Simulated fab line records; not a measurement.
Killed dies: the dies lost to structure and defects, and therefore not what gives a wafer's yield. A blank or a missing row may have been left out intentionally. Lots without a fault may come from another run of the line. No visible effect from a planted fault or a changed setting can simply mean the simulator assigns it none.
Which tool is to blame? :: flow gf180mcu :: Sampling: 12 lots, 36 wafers, 6 of 602 route steps

WHAT EACH GAUGE READ, for each wafer
GF_POLY_GATE_OVL_MEAS_11.
lot: L966
measured: day 9 10:52
on: overlay-01
POLY_GATE_OVL (nm): -5 -2 -1

lot: L968
measured: day 9 23:31
on: overlay-02
POLY_GATE_OVL (nm): 3 3 4

lot: L969
measured: day 10 09:19
on: overlay-02
POLY_GATE_OVL (nm): 1 2 0

lot: L970
measured: day 10 17:46
on: overlay-01
POLY_GATE_OVL (nm): 1 0 -2

lot: L974
measured: day 11 21:01
on: overlay-02
POLY_GATE_OVL (nm): 2 -4 -1

lot: L979
measured: day 13 12:55
on: overlay-01
POLY_GATE_OVL (nm): -4 0 1

lot: L981
measured: day 14 03:25
on: overlay-01
POLY_GATE_OVL (nm): -12 -9 -10

lot: L982
measured: day 14 07:46
on: overlay-02
POLY_GATE_OVL (nm): 0 -1 0

lot: L983
measured: day 14 19:34
on: overlay-01
POLY_GATE_OVL (nm): 7 3 7

lot: L985
measured: day 15 06:28
on: overlay-02
POLY_GATE_OVL (nm): 3 8 1

lot: L986
measured: day 15 12:55
on: overlay-01
POLY_GATE_OVL (nm): 2 -1 3

lot: L988
measured: day 16 07:34
on: overlay-01
POLY_GATE_OVL (nm): -5 -9 -5

GF_POLY_GATE_CD_MEAS_18.
lot: L966
measured: day 9 12:29
on: cd-sem-01
cd-nm (nm): 280.9 283.4 282.8

lot: L968
measured: day 10 01:49
on: cd-sem-01
cd-nm (nm): 279.1 279.0 278.4

lot: L969
measured: day 10 12:03
on: cd-sem-02
cd-nm (nm): 279.7 281.6 278.0

lot: L970
measured: day 10 19:22
on: cd-sem-01
cd-nm (nm): 281.0 281.7 281.2

lot: L974
measured: day 11 22:51
on: cd-sem-02
cd-nm (nm): 282.9 281.7 281.3

lot: L979
measured: day 13 15:27
on: cd-sem-01
cd-nm (nm): 282.5 280.2 282.1

lot: L981
measured: day 14 05:02
on: cd-sem-02
cd-nm (nm): 281.1 277.8 279.1

lot: L982
measured: day 14 09:22
on: cd-sem-02
cd-nm (nm): 276.9 279.2 281.8

lot: L983
measured: day 14 22:20
on: cd-sem-01
cd-nm (nm): 278.5 280.9 280.0

lot: L985
measured: day 15 08:05
on: cd-sem-02
cd-nm (nm): 276.7 281.5 276.0

lot: L986
measured: day 15 14:31
on: cd-sem-02
cd-nm (nm): 281.4 278.4 279.9

lot: L988
measured: day 16 09:10
on: cd-sem-01
cd-nm (nm): 279.6 279.8 280.6

GF_HV_LDD_TW_MEAS_38.
lot: L966
measured: day 11 21:55
on: film-metro-01
HV_LDD_3_TW: 1433 1422 1431

lot: L968
measured: day 12 11:54
on: film-metro-01
HV_LDD_3_TW: 1408 1419 1420

lot: L969
measured: day 12 23:19
on: film-metro-04
HV_LDD_3_TW: 1426 1428 1427

lot: L970
measured: day 13 07:34
on: film-metro-02
HV_LDD_3_TW: 1545 1549 1543

lot: L974
measured: day 14 12:32
on: film-metro-01
HV_LDD_3_TW: 1529 1527 1521

lot: L979
measured: day 16 08:46
on: film-metro-02
HV_LDD_3_TW: 1435 1434 1435

lot: L981
measured: day 16 23:22
on: film-metro-02
HV_LDD_3_TW: 1430 1429 1427

lot: L982
measured: day 17 03:36
on: film-metro-04
HV_LDD_3_TW: 1416 1416 1418

lot: L983
measured: day 17 18:16
on: film-metro-02
HV_LDD_3_TW: 1433 1431 1430

lot: L985
measured: day 18 05:37
on: film-metro-04
HV_LDD_3_TW: 1413 1418 1417

lot: L986
measured: day 18 12:30
on: film-metro-02
HV_LDD_3_TW: 1432 1416 1429

lot: L988
measured: day 19 09:09
on: film-metro-01
HV_LDD_3_TW: 1423 1420 1425

GF_HV_LDD_RS_MEAS_53: the measuring method here is four-point-probe.
lot: L966
measured: day 12 18:15
on: film-metro-02
HV_LDD_RS (ohm/sq): 417.3 417.9 418.6

lot: L968
measured: day 13 08:24
on: film-metro-01
HV_LDD_RS (ohm/sq): 420.9 420.6 420.4

lot: L969
measured: day 13 20:06
on: film-metro-02
HV_LDD_RS (ohm/sq): 418.0 417.2 417.4

lot: L970
measured: day 14 05:05
on: film-metro-01
HV_LDD_RS (ohm/sq): 400.0 401.0 400.1

lot: L974
measured: day 15 09:39
on: film-metro-04
HV_LDD_RS (ohm/sq): 400.7 399.8 400.8

lot: L979
measured: day 17 08:08
on: film-metro-01
HV_LDD_RS (ohm/sq): 418.1 419.5 419.0

lot: L981
measured: day 17 22:38
on: film-metro-02
HV_LDD_RS (ohm/sq): 419.0 418.3 416.9

lot: L982
measured: day 18 03:07
on: film-metro-01
HV_LDD_RS (ohm/sq): 419.1 419.9 418.8

lot: L983
measured: day 18 18:04
on: film-metro-04
HV_LDD_RS (ohm/sq): 419.5 419.9 418.9

lot: L985
measured: day 19 06:00
on: film-metro-01
HV_LDD_RS (ohm/sq): 419.1 420.0 419.2

lot: L986
measured: day 19 13:41
on: film-metro-04
HV_LDD_RS (ohm/sq): 418.4 418.7 419.2

lot: L988
measured: day 20 10:10
on: film-metro-01
HV_LDD_RS (ohm/sq): 418.4 419.1 418.4

WHAT TOOL EACH LOT RAN ON (gives the tool, then ch and the chambers of the sampled wafers, and finally the start)
lot: L966
GF_HV_LDD_IMPLANT_33: implanter-01 ch 0, day 11 21:14
GF_HV_LDD_STRIP_49: plasma-asher-01 ch 0,1, day 12 17:57

lot: L968
GF_HV_LDD_IMPLANT_33: implanter-01 ch 0, day 12 11:12
GF_HV_LDD_STRIP_49: plasma-asher-03 ch 0,1, day 13 08:06

lot: L969
GF_HV_LDD_IMPLANT_33: implanter-04 ch 0, day 12 22:38
GF_HV_LDD_STRIP_49: plasma-asher-03 ch 0,1, day 13 19:48

lot: L970
GF_HV_LDD_IMPLANT_33: implanter-03 ch 0, day 13 06:27
GF_HV_LDD_STRIP_49: plasma-asher-04 ch 0,1, day 14 04:48

lot: L974
GF_HV_LDD_IMPLANT_33: implanter-01 ch 0, day 14 11:32
GF_HV_LDD_STRIP_49: plasma-asher-01 ch 0,1, day 15 09:21

lot: L979
GF_HV_LDD_IMPLANT_33: implanter-01 ch 0, day 16 08:04
GF_HV_LDD_STRIP_49: plasma-asher-03 ch 1, day 17 07:51

lot: L981
GF_HV_LDD_IMPLANT_33: implanter-04 ch 0, day 16 22:40
GF_HV_LDD_STRIP_49: plasma-asher-01 ch 0,1, day 17 22:21

lot: L982
GF_HV_LDD_IMPLANT_33: implanter-01 ch 0, day 17 02:54
GF_HV_LDD_STRIP_49: plasma-asher-01 ch 0,1, day 18 02:51

lot: L983
GF_HV_LDD_IMPLANT_33: implanter-03 ch 0, day 17 17:36
GF_HV_LDD_STRIP_49: plasma-asher-01 ch 0,1, day 18 17:47

lot: L985
GF_HV_LDD_IMPLANT_33: implanter-03 ch 0, day 18 04:55
GF_HV_LDD_STRIP_49: plasma-asher-04 ch 0,1, day 19 05:42

lot: L986
GF_HV_LDD_IMPLANT_33: implanter-04 ch 0, day 18 11:48
GF_HV_LDD_STRIP_49: plasma-asher-01 ch 0,1, day 19 13:24

lot: L988
GF_HV_LDD_IMPLANT_33: implanter-01 ch 0, day 19 08:27
GF_HV_LDD_STRIP_49: plasma-asher-04 ch 0,1, day 20 09:54
- GF_HV_LDD_IMPLANT_33
- GF_HV_LDD_STRIP_49: strips in O2/N2.

WHAT THE TOOLS THEMSELVES READ (means of the sampled wafers that have a number; where no wafer has one, the mark that the record gives instead)
GF_HV_LDD_IMPLANT_33.
lot: L966
tool: implanter-01
end-station-pressure-torr (Torr): 4.90e-06
faraday-current-uA: 42.3

lot: L968
tool: implanter-01
end-station-pressure-torr (Torr): 5.22e-06
faraday-current-uA: 41.9

lot: L969
tool: implanter-04
end-station-pressure-torr (Torr): 5.08e-06
faraday-current-uA: 42.4

lot: L970
tool: implanter-03
end-station-pressure-torr (Torr): 5.23e-06
faraday-current-uA: 41.9

lot: L974
tool: implanter-01
end-station-pressure-torr (Torr): 5.00e-06
faraday-current-uA: 42.1

lot: L979
tool: implanter-01
end-station-pressure-torr (Torr): 5.00e-06
faraday-current-uA: 42.4

lot: L981
tool: implanter-04
end-station-pressure-torr (Torr): 5.00e-06
faraday-current-uA: 42.1

lot: L982
tool: implanter-01
end-station-pressure-torr (Torr): 5.19e-06
faraday-current-uA: 41.5

lot: L983
tool: implanter-03
end-station-pressure-torr (Torr): 5.08e-06
faraday-current-uA: 42.4

lot: L985
tool: implanter-03
end-station-pressure-torr (Torr): 5.27e-06
faraday-current-uA: 42.2

lot: L986
tool: implanter-04
end-station-pressure-torr (Torr): 4.96e-06
faraday-current-uA: 42.7

lot: L988
tool: implanter-01
end-station-pressure-torr (Torr): 4.91e-06
faraday-current-uA: 42.4

GF_HV_LDD_STRIP_49.
lot: L966
tool: plasma-asher-01
drypump-motor-current-A (A): 6.2
heater-power-w (W): 368
oes-product-au (a.u.): 0.712
strip-time-to-endpoint-s (s): 12.65

lot: L968
tool: plasma-asher-03
drypump-motor-current-A (A): 5.2
heater-power-w (W): 375
oes-product-au (a.u.): 0.721
strip-time-to-endpoint-s (s): 12.63

lot: L969
tool: plasma-asher-03
drypump-motor-current-A (A): 5.6
heater-power-w (W): 392
oes-product-au (a.u.): 0.714
strip-time-to-endpoint-s (s): 12.65

lot: L970
tool: plasma-asher-04
drypump-motor-current-A (A): 6.0
heater-power-w (W): 323
oes-product-au (a.u.): 0.716
strip-time-to-endpoint-s (s): 12.64

lot: L974
tool: plasma-asher-01
drypump-motor-current-A (A): 6.4
heater-power-w (W): 389
oes-product-au (a.u.): 0.717
strip-time-to-endpoint-s (s): 12.62

lot: L979
tool: plasma-asher-03
drypump-motor-current-A (A): 4.8
heater-power-w (W): 348
oes-product-au (a.u.): 0.721
strip-time-to-endpoint-s (s): 12.65

lot: L981
tool: plasma-asher-01
drypump-motor-current-A (A): 6.4
heater-power-w (W): 384
oes-product-au (a.u.): 0.717
strip-time-to-endpoint-s (s): 12.62

lot: L982
tool: plasma-asher-01
drypump-motor-current-A (A): 6.2
heater-power-w (W): 357
oes-product-au (a.u.): 0.716
strip-time-to-endpoint-s (s): 12.63

lot: L983
tool: plasma-asher-01
drypump-motor-current-A (A): 6.2
heater-power-w (W): 361
oes-product-au (a.u.): 0.713
strip-time-to-endpoint-s (s): 12.64

lot: L985
tool: plasma-asher-04
drypump-motor-current-A (A): 6.1
heater-power-w (W): 303
oes-product-au (a.u.): 0.718
strip-time-to-endpoint-s (s): 12.66

lot: L986
tool: plasma-asher-01
drypump-motor-current-A (A): 6.4
heater-power-w (W): 386
oes-product-au (a.u.): 0.719
strip-time-to-endpoint-s (s): 12.64

lot: L988
tool: plasma-asher-04
drypump-motor-current-A (A): 6.0
heater-power-w (W): 319
oes-product-au (a.u.): 0.709
strip-time-to-endpoint-s (s): 12.66

THE ANSWER, worked out from the rows above alone
Rule: usual is defined by the lots themselves. The widest of any qualifying gaps counts: lots, ordered by their means at a reading, are off when they make up no more than a third of the lots, leave a main group of 4 or more, and stand apart from it by 3 or more times the standard deviation of that group's means. The tables above print the reading to a certain number of digits; a main group whose means all agree to those digits is not used. Also off: a lot with no number at a reading for which 4 or more lots have one. The other lots that the step has rows for count as sound. Order of review: gauges by route order, followed by the tools' own readings, for which a lot's mean as printed above is used. The first step at which some lot is off is used, and at that step the reading that is off furthest; a lot without a number counts as furthest.
Off: at GF_HV_LDD_TW_MEAS_38 (HV_LDD_3_TW), L970, L974. For the main group the mean is 1425 and the standard deviation 6.4.
If a tool, at a process step before that reading, ran all the lots that are off and no sound lot after the first of them, it fits. Gauges at GF_HV_LDD_TW_MEAS_38: tried the same way as those tools. No candidate that was tried fits.

WHAT WAS PUT IN BY THE SIMULATOR
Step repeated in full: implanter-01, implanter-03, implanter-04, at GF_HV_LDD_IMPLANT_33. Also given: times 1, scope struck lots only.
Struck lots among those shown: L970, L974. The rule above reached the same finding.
